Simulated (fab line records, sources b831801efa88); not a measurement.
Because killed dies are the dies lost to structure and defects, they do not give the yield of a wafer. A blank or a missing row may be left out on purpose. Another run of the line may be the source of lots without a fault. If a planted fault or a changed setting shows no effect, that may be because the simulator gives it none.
A struck lot beside a sound one || flow gf180mcu || 14 out of 602 route steps
Sound: wafers L725.2, L725.3, L725.6. The struck wafers were L723.3, L723.4, L723.6. Last of all comes the cause.
At each step with rows: each side's tool, then ch and its chambers, then its first start. Under that, the readings that differ: sound wafers || struck wafers || difference of the means || sigmas: that difference in standard deviations of wafers without a fault.
alike: readings whose means differ by less than 2 such deviations, and words and numbers that are the same on both sides. not compared: withheld readings, readings that some wafer has no value for, bounds like >300 that may hide the same value, and numbers for which the record gives no deviation and whose values overlap.
A row with sigmas, a row that says differs or no value, or rows on one side alone: a step with any of these is where the two part. Numbers that have no deviation but don't overlap get no sigmas and don't part them. A reading that every wafer of one side lacks parts them only if that side has two wafers or more.

first, 4 steps without rows for these wafers: GF_M1_SOFTBAKE_10 (time 60 s); GF_M1_EXPOSE_11 (exposes mask Metal1, target cd 230 nm); GF_M1_PEB_12 (peb time 90 s); GF_M1_DEVELOP_13 (develop time 60 s).
GF_M1_CD_MEAS_14 targets a cd of 230 nm.
  sound on cd-sem-02, day 21 16:17; struck on cd-sem-02, day 20 21:21
  alike: cd-nm
GF_M1_OVL_MEAS_15:
  sound on overlay-02, day 21 16:24; struck on overlay-02, day 20 21:26
{"reading": "M1_OVL (nm)", "sound": "8 11 5", "struck": "-11 -5 -10", "difference": -17, "sigmas": -2}
GF_M1_METAL_ETCH_16: etches the open film in Cl2/BCl3, stops on SiO2, target depth 750.8 nm, time 125.1 s.
  sound on rie-metal-02 ch 0,1, day 21 16:26; struck on rie-metal-01 ch 0,1, day 20 21:31
  alike: drypump-motor-current-A, mfc-cl2-sccm, oes-product-au, throttle-valve-pct
  not compared: rf-hours-counter-h
GF_M1_STRIP_17: strips in O2/N2.
  sound on plasma-asher-02 ch 0, day 21 16:33; struck on plasma-asher-03 ch 0,1, day 20 21:38
  alike: drypump-motor-current-A, heater-power-w, oes-product-au, strip-time-to-endpoint-s
  not compared: rf-hours-counter-h
then, 3 steps without rows for these wafers: GF_M1_STRIP_18 (strips in post etch residue remover, time 1200 s); GF_M1_CLEAN_19 (cleans in DIW); GF_V1_CVD_00 (deposits SiO2, target thk 600 nm, time 100 s).
GF_V1_THK_MEAS_01:
  sound on film-metro-03, day 21 17:10; struck on film-metro-03, day 20 22:15
  alike: V1_CVD_00_THK
GF_V1_CVD_02: deposits SiO2 from TEOS, target thk 850 nm, time 94.851 s.
  sound on pecvd-02 ch 1,2, day 21 17:13; struck on pecvd-02 ch 1,2, day 20 22:20
  no value came back on the struck wafers for heater-power-outer-w (W), heater-power-w (W), time-s (s); on the sound wafers heater-power-outer-w (W) reads 317 556 362
GF_PASSIVATION_PROBE_99:
  rows exist in the record for the sound wafers here (prober-01, day 32 12:11), none for the struck ones

WHERE THEY PART
Last at GF_PASSIVATION_PROBE_99 as far as this record goes, first at GF_M1_OVL_MEAS_15.

WHY: the cause the simulator had injected
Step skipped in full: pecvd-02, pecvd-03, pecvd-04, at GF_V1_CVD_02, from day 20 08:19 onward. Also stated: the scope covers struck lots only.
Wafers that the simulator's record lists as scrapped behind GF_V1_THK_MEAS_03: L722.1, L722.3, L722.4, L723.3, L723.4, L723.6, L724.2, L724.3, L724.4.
